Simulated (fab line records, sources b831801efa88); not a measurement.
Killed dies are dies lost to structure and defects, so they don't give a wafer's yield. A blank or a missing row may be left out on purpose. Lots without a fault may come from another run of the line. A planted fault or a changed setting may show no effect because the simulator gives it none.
fab line records | flow sky130
record lots=6 wafers=18 last_day=50
route steps=708 shown VIA3@586 METAL4@598 PAD_OPEN@708
lots that met no fault: from a run of the same line without faults
start_h: hours from the record's first day to the start of the lot's first wafer shown | wait_h: hours since the lot's step before | " the same as in the row above | L1.1+2: a row that stands for several wafers | - no value, or no start given | * or withheld: withheld | < > ~ a bound
route shown NAME@n: a module of which the file shows steps, and the number in the route of the first | usual: mean/standard deviation of fault-free wafers | same: alike in all rows | chamber/n: place in a boat | sites: the reading at each site | _std_site: their standard deviation | _edge_site: outer sites' mean less inner sites' | radius_mm: how far each site lies from the wafer's centre | mask NAME#n: copy n | behind: the tool/chamber that last shaped the wafer | hold: why the lot was held/for how many hours/how that ended | device: the transistor (n, p or np) that didn't switch | end of line: the same wafers' tests at the end of the route | a step without rows: its recipe alone | killed: dies lost to structure and defects at the first sort, not the wafer's yield | map: a wafer's dies, x killed, . not, _ none there
set.NAME: the setting as run; set.NAME@STEP: as run at that earlier step | model.NAME: the simulator's own value behind a step, which no gauge read
lots at some steps of the route; a table a step, a row a wafer
services: from which hour (start_h, from the record's first day; less than 0 if before it) a tool's chamber was out of use, for how many hours, and why
## steps
# step SKY_VIA3_OVL_MEAS_13
# usual VIA3_OVL=-1/5.7
# columns lot.wafer tool chamber start_h wait_h VIA3_OVL[nm]
L276.1 overlay-01 - 951.04 0.1 3
L276.4 " - " " 3
L276.5 " - " " 4
L283.1 overlay-02 - 1016.96 0.1 7
L283.2 " - " " -7
L283.4 " - " " -1
L284.3 overlay-02 - 1021.83 0.1 -4
L284.5 " - " " 8
L284.6 " - " " 2
L290.2 overlay-02 - 1047.18 0.1 -3
L290.4 " - " " -12
L290.6 " - " " -6
L293.1 overlay-01 - 1069.04 0.1 -4
L293.2 " - " " -4
L293.5 " - " " -7
L294.1 overlay-01 - 1074.77 0.1 -4
L294.2 " - " " 2
L294.5 " - " " -5
# step SKY_VIA3_ETCH_14
# recipe chemistry=N2/H2 target=BARC ion_energy_ev=200 source_w=500 bias_w=100 pressure_mtorr=30 n2_flow_sccm=100 h2_flow_sccm=200 stop_on=SiO2 time_s=45.9 target_depth_a=600
# step SKY_VIA3_ETCH_15
# recipe target=SiO2 chemistry=C4F8/O2/Ar target_depth_nm=507 stop_on=TiN mask_material=KrF-thick source_w=1500 bias_w=1200 pressure_mtorr=40 c4f8_flow_sccm=withheld O2_flow_sccm=6 Ar_flow_sccm=300 time_s=78
# usual oes_product_au=0.944/0.0047
# columns lot.wafer tool chamber start_h wait_h oes_product_au rf_hours_counter_h
L276.1 rie_diel-02 3 951.12 0.0 0.939 14
L276.4 " 1 " " 0.937 8
L276.5 " 2 " " 0.942 -
L283.1 rie_diel-03 1 1017.04 0.0 0.942 11
L283.2 " 2 " " 0.946 12
L283.4 " 3 " " 0.947 9
L284.3 rie_diel-04 1 1021.89 0.0 0.941 16
L284.5 " 3 " " 0.946 -
L284.6 " 2 " " 0.949 -
L290.2 rie_diel-03 0 1047.25 0.0 0.938 16
L290.4 " 1 " " 0.935 12
L290.6 " 1 " " 0.950 -
L293.1 rie_diel-02 3 1069.12 0.0 0.945 18
L293.2 " 1 " " 0.945 12
L293.5 " 3 " " 0.943 -
L294.1 rie_diel-04 0 1074.84 0.0 0.940 11
L294.2 " 2 " " 0.945 20
L294.5 " 3 " " 0.948 -
# step SKY_VIA3_STRIP_16
# recipe chemistry=O2/N2 power_w=1400 pressure_mtorr=1500 platen_temp_c=withheld o2_flow_sccm=3000 n2_flow_sccm=300 overash_fraction=0.5
# usual drypump_motor_current_A=5.4/0.4 oes_product_au=0.402/0.005 strip_time_to_endpoint_s=4.13/0.033
# columns lot.wafer tool chamber start_h wait_h drypump_motor_current_A oes_product_au rf_hours_counter_h strip_time_to_endpoint_s
L276.1 plasma_asher-02 0 951.18 0.0 5.3 0.406 84 4.15
L276.4 " 1 " " 5.4 0.396 - 4.13
L276.5 " 1 " " 5.4 0.398 - 4.11
L283.1 plasma_asher-01 0 1017.10 0.0 4.8 0.410 27 4.22
L283.2 " 1 " " 6.2 0.400 27 4.16
L283.4 " 1 " " 6.3 0.403 - 4.17
L284.3 plasma_asher-02 1 1021.99 0.1 5.4 0.402 - 4.15
L284.5 " 1 " " 5.4 0.404 - 4.15
L284.6 " 0 " " 5.3 0.402 - 4.14
L290.2 plasma_asher-02 0 1047.31 0.0 5.3 0.404 94 4.14
L290.4 " 0 " " 5.3 0.407 - 4.20
L290.6 " 1 " " 5.4 0.394 - 4.22
L293.1 plasma_asher-01 0 1069.18 0.0 4.8 0.405 33 4.15
L293.2 " 1 " " 6.3 0.405 33 4.09
L293.5 " 1 " " 6.2 0.404 - 4.14
L294.1 plasma_asher-03 1 1074.90 0.0 5.8 0.394 1 4.07
L294.2 " 0 " " 5.3 0.404 1 4.13
L294.5 " 0 " " 5.4 0.405 - 4.14
# step SKY_VIA3_STRIP_17
# recipe chemistry=post_etch_residue_remover time_s=1200 temp_c=72.5
# step SKY_VIA3_CLEAN_18
# recipe chemistry=IPA time_s=180 temp_c=25
# step SKY_VIA3_CLEAN_19
# recipe chemistry=O3/DIW dry=n2_spin
# step SKY_VIA3_SPUTTER_20
# recipe material=TiN target_thk_nm=20 chamber_pressure_pa=5 power_w=4000 time_s=80
# usual cathode_dc_power_W=3999.9/0.72 chamber_pressure_pa=5.001/0.01 throttle_valve_pct=29.8/0.98
# columns lot.wafer tool chamber start_h wait_h cathode_dc_power_W chamber_pressure_pa throttle_valve_pct
L276.1 pvd_sputter-02 - 951.77 0.0 4000.6 5.025 31.1
L276.4 " - " " 3999.3 4.993 31.4
L276.5 " - " " 3999.7 5.007 29.8
L283.1 pvd_sputter-03 - 1017.73 0.0 3999.3 5.025 28.8
L283.2 " - " " 4000.7 4.997 28.8
L283.4 " - " " 4000.6 4.996 28.6
L284.3 pvd_sputter-02 - 1022.54 0.0 4000.9 5.009 29.8
L284.5 " - " " 3999.1 5.001 31.2
L284.6 " - " " 4000.8 4.979 31.1
L290.2 pvd_sputter-03 - 1047.91 0.0 4000.9 5.018 28.7
L290.4 " - " " 4000.0 4.980 28.5
L290.6 " - " " 3999.9 4.996 28.7
L293.1 pvd_sputter-02 - 1069.77 0.0 4001.3 5.005 31.4
L293.2 " - " " 4000.3 5.003 31.1
L293.5 " - " " 4000.2 5.014 30.4
L294.1 pvd_sputter-04 - 1075.50 0.0 4000.1 5.003 29.0
L294.2 " - " " 4000.9 5.000 29.5
L294.5 " - " " 3999.6 5.005 29.4
# step SKY_VIA3_CVD_21
# recipe material=W target_thk_nm=390 time_s=117.31 temp_c=400 pressure_torr=40
# usual chamber_pressure_Torr=40.00/0.081 heater_power_w=857/67
# columns lot.wafer tool chamber start_h wait_h chamber_pressure_Torr heater_power_w
L276.1 cvd_w-02 1 951.83 0.0 39.95 936
L276.4 " 0 " " 39.96 840
L276.5 " 0 " " 40.17 853
L283.1 cvd_w-02 0 1017.79 0.0 39.95 849
L283.2 " 1 " " 39.92 939
L283.4 " 1 " " 40.14 968
L284.3 cvd_w-02 0 1022.65 0.1 39.91 850
L284.5 " 1 " " 40.10 943
L284.6 " 0 " " 39.86 851
L290.2 cvd_w-02 0 1047.97 0.0 40.10 842
L290.4 " 1 " " 40.06 948
L290.6 " 1 " " 40.06 932
L293.1 cvd_w-02 0 1069.83 0.0 39.95 841
L293.2 " 1 " " 40.05 952
L293.5 " 1 " " 39.90 963
L294.1 cvd_w-01 0 1075.56 0.0 39.95 788
L294.2 " 1 " " 39.86 794
L294.5 " 0 " " 39.87 821
# step SKY_VIA3_RS_MEAS_22
# recipe thk_meas_gauge=four-point-probe reads=W_of_VIA3_CVD_21+TiN_of_VIA3_SPUTTER_20
# usual VIA3_W_RS=0.297/0.0033
# columns lot.wafer tool chamber start_h wait_h VIA3_W_RS[ohm/sq]
L276.1 film_metro-03 - 951.95 0.1 0.293
L276.4 " - " " 0.301
L276.5 " - " " 0.302
L283.1 film_metro-02 - 1017.92 0.1 0.300
L283.2 " - " " 0.300
L283.4 " - " " 0.302
L284.3 film_metro-03 - 1022.77 0.1 0.300
L284.5 " - " " 0.297
L284.6 " - " " 0.300
L290.2 film_metro-02 - 1048.11 0.1 0.302
L290.4 " - " " 0.294
L290.6 " - " " 0.295
L293.1 film_metro-04 - 1069.96 0.1 0.300
L293.2 " - " " 0.298
L293.5 " - " " 0.296
L294.1 film_metro-04 - 1075.69 0.1 0.293
L294.2 " - " " 0.296
L294.5 " - " " 0.296
# step SKY_VIA3_THK_MEAS_23
# recipe thk_meas_gauge=xrf reads=W_of_VIA3_CVD_21
# usual VIA3_W_THK=392/8.5
# columns lot.wafer tool chamber start_h wait_h VIA3_W_THK[nm]
L276.1 film_metro-03 - 952.07 0.1 388
L276.4 " - " " 380
L276.5 " - " " 379
L283.1 film_metro-02 - 1018.04 0.1 392
L283.2 " - " " 391
L283.4 " - " " 390
L284.3 film_metro-03 - 1022.87 0.1 376
L284.5 " - " " 382
L284.6 " - " " 377
L290.2 film_metro-02 - 1048.22 0.1 395
L290.4 " - " " 404
L290.6 " - " " 404
L293.1 film_metro-04 - 1070.08 0.1 393
L293.2 " - " " 394
L293.5 " - " " 394
L294.1 film_metro-04 - 1075.81 0.1 402
L294.2 " - " " 397
L294.5 " - " " 396
# step SKY_VIA3_CMP_24
# recipe stop_on=SiO2 t_overpolish_s=20 down_force_psi=3.5 platen_rpm=60 target_thk_nm=0 pad_velocity_m_s=0.94248
# usual motor_current_A=11.2/0.85 overpolish_run_s=20.001/0.01 time_to_endpoint_s=89/4.1
# columns lot.wafer tool chamber start_h wait_h motor_current_A overpolish_run_s time_to_endpoint_s
L276.1 cmp-01 0 952.13 0.1 9.8 19.998 95
L276.4 " 2 " " 12.2 19.985 95
L276.5 " 0 " " 9.5 19.994 94
L283.1 cmp-02 2 1018.15 0.1 10.7 20.002 87
L283.2 " 3 " " 11.4 20.003 88
L283.4 " 0 " " 10.0 20.003 91
L284.3 cmp-01 1 1023.06 0.2 12.3 20.003 82
L284.5 " 2 " " 12.3 20.010 89
L284.6 " 3 " " 12.2 20.006 82
L290.4 cmp-02 2 1048.27 0.0 10.5 19.989 89
L290.2 " 1 " " 11.6 19.990 91
L290.6 " 3 " " 12.0 19.991 94
L293.1 cmp-01 0 1070.27 0.2 9.7 20.007 91
L293.2 " 1 " " 11.7 19.997 85
L293.5 " 2 " " 11.7 20.003 91
L294.2 cmp-02 3 1075.92 0.1 11.3 20.007 95
L294.1 " 1 " " 11.7 19.997 93
L294.5 " 3 " " 11.7 19.991 94
# step SKY_METAL4_SPUTTER_00
# recipe material=Ti target_thk_nm=15 power_w=3000 time_s=10 chamber_pressure_pa=0.4
# usual cathode_dc_power_W=3000.0/0.54 chamber_pressure_pa=0.4000/0.00084 throttle_valve_pct=29.7/0.87
# columns lot.wafer tool chamber start_h wait_h cathode_dc_power_W chamber_pressure_pa throttle_valve_pct
L276.1 pvd_sputter-03 - 952.43 0.2 2999.7 0.4023 28.8
L276.4 " - " " 2999.4 0.4004 28.7
L276.5 " - " " 3000.5 0.4013 28.6
L283.1 pvd_sputter-01 - 1018.40 0.2 - - -
L283.2 " - " " - - -
L283.4 " - " " - - -
L284.3 pvd_sputter-01 - 1023.21 0.1 - - -
L284.5 " - " " - - -
L284.6 " - " " - - -
L290.2 pvd_sputter-02 - 1048.57 0.1 3000.2 0.3993 30.3
L290.4 " - " " 3000.2 0.4000 31.3
L290.6 " - " " 2999.3 0.3988 29.7
L293.1 pvd_sputter-03 - 1070.47 0.1 3000.0 0.4015 28.6
L293.2 " - " " 2999.7 0.4004 29.1
L293.5 " - " " 2999.9 0.3989 28.8
L294.1 pvd_sputter-01 - 1076.17 0.1 3000.4 0.3996 29.4
L294.2 " - " " 3000.3 0.4006 29.2
L294.5 " - " " 2999.3 0.3993 29.4
# step SKY_METAL4_SPUTTER_01
# recipe material=TiN target_thk_nm=20 power_w=6500 time_s=16.7 chamber_pressure_pa=0.4
# step SKY_PAD_OPEN_PROBE_99
# usual defect_limited_yield=82.3/2 killed_at_M0_to_M3=43/7 killed_at_M4_up=3.5/1.9 killed_at_contacts=24/5.3 killed_at_front_end=15/4.4 killed_at_other=0.3/0.69 killed_dies=87/9.7 killed_on_rim=17/4.3 killed_open=48/7 killed_short=39/6.4 sort_bin_3_pad_short=0.9/0.46 sort_bin_5_function=10.5/1.4 sort_bin_6_memory=6.3/1.2 sort_n_pass=405/9.7 sort_yield_pct=82.3/2
# same gross_dies=492 killed_at_back_side=0 sort_bin_4_leakage[%]=0 sort_bin_8_speed[%]=0
# columns lot.wafer tool chamber start_h wait_h defect_limited_yield[%] killed_at_M0_to_M3 killed_at_M4_up killed_at_contacts killed_at_front_end killed_at_other killed_dies killed_on_rim killed_open killed_short sort_bin_3_pad_short[%] sort_bin_5_function[%] sort_bin_6_memory[%] sort_n_pass sort_yield_pct[%] model.etest.via3_chain.rc_ohm
L276.1 prober-02 - 1094.07 0.1 83.5 37 5 21 18 0 81 16 47 33 0.4 10.0 6.1 411 83.5 9.992
L276.4 prober-02 - 1094.22 0.2 78.9 44 4 27 27 2 104 16 58 45 0.2 13.4 7.5 388 78.9 10.06
L276.5 prober-02 - 1094.27 0.2 80.9 42 3 23 26 0 94 15 54 38 1.0 10.8 7.3 398 80.9 9.801
L283.1 prober-01 - 1146.38 0.1 80.3 51 8 18 18 2 97 18 48 47 1.0 12.8 5.9 395 80.3 10.83
L283.2 prober-01 - 1146.43 0.1 80.9 46 10 21 16 1 94 17 49 44 1.0 12.4 5.7 398 80.9 9.707
L283.4 prober-01 - 1146.53 0.2 82.3 44 5 17 20 1 87 17 38 48 1.4 9.6 6.7 405 82.3 10.05
L284.3 prober-02 - 1152.85 0.2 81.5 45 3 21 22 0 91 10 51 40 0.4 10.8 7.3 401 81.5 10.75
L284.5 prober-02 - 1152.95 0.2 79.3 46 0 38 17 1 102 21 55 45 1.0 13.4 6.3 390 79.3 10.64
L284.6 prober-02 - 1153.00 0.2 83.3 46 2 21 13 0 82 18 41 41 0.4 9.6 6.7 410 83.3 10.88
L290.2 prober-01 - 1171.42 0.1 83.9 34 0 23 22 0 79 11 40 39 1.2 7.1 7.7 413 83.9 9.664
L290.4 prober-01 - 1171.52 0.2 85.6 35 2 24 10 0 71 18 43 28 0.2 9.8 4.5 421 85.6 10.07
L290.6 prober-01 - 1171.62 0.2 83.7 35 2 27 16 0 80 15 40 40 0.8 8.9 6.5 412 83.7 10.18
L293.1 prober-02 - 1189.73 0.1 82.5 36 3 30 16 1 86 19 49 37 0.6 11.2 5.7 406 82.5 9.652
L293.2 prober-02 - 1189.78 0.1 83.9 37 1 19 22 0 79 10 47 32 0.2 10.2 5.7 413 83.9 10.67
L293.5 prober-02 - 1189.93 0.2 82.7 37 3 25 20 0 85 14 53 32 0.8 9.8 6.7 407 82.7 9.786
L294.1 prober-01 - 1194.54 0.1 84.1 43 2 22 10 1 78 11 52 26 0.6 12.0 3.3 414 84.1 8.738
L294.2 prober-01 - 1194.59 0.1 79.3 48 6 33 15 0 102 17 60 42 1.2 12.2 7.3 390 79.3 9.27
L294.5 prober-01 - 1194.74 0.2 81.9 37 3 31 18 0 89 17 47 42 0.6 11.8 5.7 403 81.9 9.467
# killed by level:class
L276.1 VIA1:geometric_particle:open=9 LI_CONTACT:geometric_particle:open=7 POLY_GATE:geometric_particle:short=6 VIA1:geometric_particle:short=6 FIELD_ISO:geometric_particle:open=5 CONTACT:geometric_particle:open=5 METAL2:geometric_particle:short=5 VIA2:geometric_particle:open=5
L276.4 VIA1:geometric_particle:open=13 LI_CONTACT:geometric_particle:open=8 VIA3:geometric_particle:open=8 FIELD_ISO:geometric_particle:open=6 POLY_GATE:geometric_particle:short=6 POLY_GATE:geometric_particle:open=6 LOCAL_INTERCONNECT:geometric_particle:short=6 CONTACT:geometric_particle:open=6
L276.5 LI_CONTACT:geometric_particle:open=12 VIA1:geometric_particle:open=11 FIELD_ISO:geometric_particle:short=9 VIA2:geometric_particle:open=9 METAL1:geometric_particle:short=8 FIELD_ISO:geometric_particle:open=7 LOCAL_INTERCONNECT:geometric_particle:short=4 VIA3:geometric_particle:open=4
L283.1 VIA1:geometric_particle:open=12 METAL2:geometric_particle:short=9 VIA3:geometric_particle:open=8 METAL4:geometric_particle:short=6 LI_CONTACT:geometric_particle:open=6 VIA2:geometric_particle:open=6 POLY_GATE:geometric_particle:short=5 CONTACT:geometric_particle:open=5
L283.2 VIA3:geometric_particle:open=13 LI_CONTACT:geometric_particle:open=11 METAL2:geometric_particle:short=8 VIA2:geometric_particle:short=7 METAL4:geometric_particle:short=6 VIA1:geometric_particle:open=5 FIELD_ISO:geometric_particle:short=4 CONTACT:geometric_particle:open=4
L283.4 METAL1:geometric_particle:short=9 FIELD_ISO:geometric_particle:short=8 CONTACT:geometric_particle:open=7 VIA3:geometric_particle:open=7 VIA2:geometric_particle:open=6 SPACER:geometric_particle:short=4 LI_CONTACT:geometric_particle:open=4 CONTACT:geometric_particle:short=4
L284.3 VIA1:geometric_particle:open=12 CONTACT:geometric_particle:open=11 VIA1:geometric_particle:short=8 FIELD_ISO:geometric_particle:short=6 FIELD_ISO:geometric_particle:open=5 SPACER:geometric_particle:open=5 VIA2:geometric_particle:open=5 LI_CONTACT:geometric_particle:open=4
L284.5 CONTACT:geometric_particle:open=17 VIA1:geometric_particle:open=10 LI_CONTACT:geometric_particle:open=7 FIELD_ISO:geometric_particle:open=6 METAL1:geometric_particle:short=6 METAL2:geometric_particle:short=6 FIELD_ISO:geometric_particle:short=4 LI_CONTACT:geometric_particle:short=4
L284.6 LI_CONTACT:geometric_particle:open=8 VIA1:geometric_particle:open=8 CONTACT:geometric_particle:short=7 METAL1:geometric_particle:short=6 VIA2:geometric_particle:open=6 VIA3:geometric_particle:open=6 VIA1:geometric_particle:short=5 METAL2:geometric_particle:short=4
L290.2 FIELD_ISO:geometric_particle:short=9 LI_CONTACT:geometric_particle:open=8 CONTACT:geometric_particle:open=7 VIA3:geometric_particle:open=6 METAL1:geometric_particle:short=5 VIA2:geometric_particle:open=5 POLY_GATE:geometric_particle:short=4 LI_CONTACT:geometric_particle:short=3
L290.4 CONTACT:geometric_particle:open=10 VIA1:geometric_particle:open=9 VIA3:geometric_particle:open=8 METAL1:geometric_particle:short=7 LI_CONTACT:geometric_particle:open=6 CONTACT:geometric_particle:short=5 VIA2:geometric_particle:open=4 FIELD_ISO:geometric_particle:open=3
L290.6 LI_CONTACT:geometric_particle:open=9 LOCAL_INTERCONNECT:geometric_particle:short=9 VIA1:geometric_particle:open=9 METAL1:geometric_particle:short=8 VIA3:geometric_particle:open=5 FIELD_ISO:geometric_particle:open=5 METAL2:geometric_particle:short=4 POLY_GATE:geometric_particle:open=3
L293.1 LI_CONTACT:geometric_particle:open=11 VIA1:geometric_particle:open=10 FIELD_ISO:geometric_particle:open=6 CONTACT:geometric_particle:short=6 CONTACT:geometric_particle:open=5 VIA2:geometric_particle:open=5 VIA2:geometric_particle:short=5 POLY_GATE:geometric_particle:short=4
L293.2 LI_CONTACT:geometric_particle:open=9 VIA1:geometric_particle:open=8 VIA3:geometric_particle:open=6 FIELD_ISO:geometric_particle:open=5 FIELD_ISO:geometric_particle:short=5 CONTACT:geometric_particle:open=5 VIA1:geometric_particle:short=4 VIA2:geometric_particle:short=4
L293.5 FIELD_ISO:geometric_particle:open=10 VIA1:geometric_particle:open=9 LI_CONTACT:geometric_particle:open=9 VIA2:geometric_particle:open=8 CONTACT:geometric_particle:open=7 FIELD_ISO:geometric_particle:short=5 LOCAL_INTERCONNECT:geometric_particle:short=5 VIA3:geometric_particle:open=4
L294.1 VIA1:geometric_particle:open=11 CONTACT:geometric_particle:open=9 VIA1:geometric_particle:short=9 LI_CONTACT:geometric_particle:open=7 VIA2:geometric_particle:open=6 VIA3:geometric_particle:open=6 CONTACT:geometric_particle:short=4 FIELD_ISO:geometric_particle:open=3
L294.2 VIA1:geometric_particle:open=16 CONTACT:geometric_particle:open=16 LI_CONTACT:geometric_particle:open=7 METAL4:geometric_particle:short=6 VIA2:geometric_particle:open=6 FIELD_ISO:geometric_particle:open=5 LOCAL_INTERCONNECT:geometric_particle:short=5 METAL1:geometric_particle:short=5
L294.5 LI_CONTACT:geometric_particle:open=11 CONTACT:geometric_particle:open=8 VIA1:geometric_particle:open=8 CONTACT:geometric_particle:short=7 METAL1:geometric_particle:short=7 VIA3:geometric_particle:open=6 VIA2:geometric_particle:open=5 FIELD_ISO:geometric_particle:short=4
## services
# columns tool chamber start_h hours kind
rie_diel-03 - 935.57 15.6 pm
cmp-01 - 938.44 2.2 repair
rie_diel-03 2 952.71 8.0 repair
plasma_asher-03 - 953.65 2.6 repair
cvd_w-01 1 957.75 6.3 repair
rie_diel-04 3 960.03 6.1 repair
rie_diel-02 2 960.53 5.7 repair
plasma_asher-03 - 965.28 2.8 repair
rie_diel-04 1 971.60 7.2 repair
rie_diel-02 3 978.90 4.6 repair
plasma_asher-01 - 985.30 9.0 repair
rie_diel-03 - 1004.28 2.8 pm
plasma_asher-01 - 1007.67 3.7 repair
cmp-01 - 1007.97 14.2 pm
rie_diel-04 2 1042.07 2.6 repair
rie_diel-03 1 1051.79 4.0 repair
plasma_asher-03 - 1055.25 9.0 pm
cmp-02 - 1059.95 1.6 repair
pvd_sputter-01 - 1069.15 3.0 repair
pvd_sputter-04 - 1070.49 1.3 repair
cmp-02 - 1070.67 4.0 pm
pvd_sputter-03 - 1072.75 3.6 repair
rie_diel-02 - 1075.39 0.5 repair
pvd_sputter-02 - 1075.46 5.2 repair
## key
first_sign step=SKY_METAL4_SPUTTER_00 reading=tool_record direction=missing
effect none on later readings
model_effect step=SKY_PAD_OPEN_PROBE_99 value=etest.via3_chain.rc_ohm without=9.52 struck=10.47
met_at SKY_METAL4_SPUTTER_00
struck_wafers L283.1,L283.2,L283.4,L284.3,L284.5,L284.6
fault kind=skipped_step_whole tool=pvd_sputter-01 chamber=- onset_h=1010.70 steps=SKY_METAL4_SPUTTER_00 scope=struck_lots_only
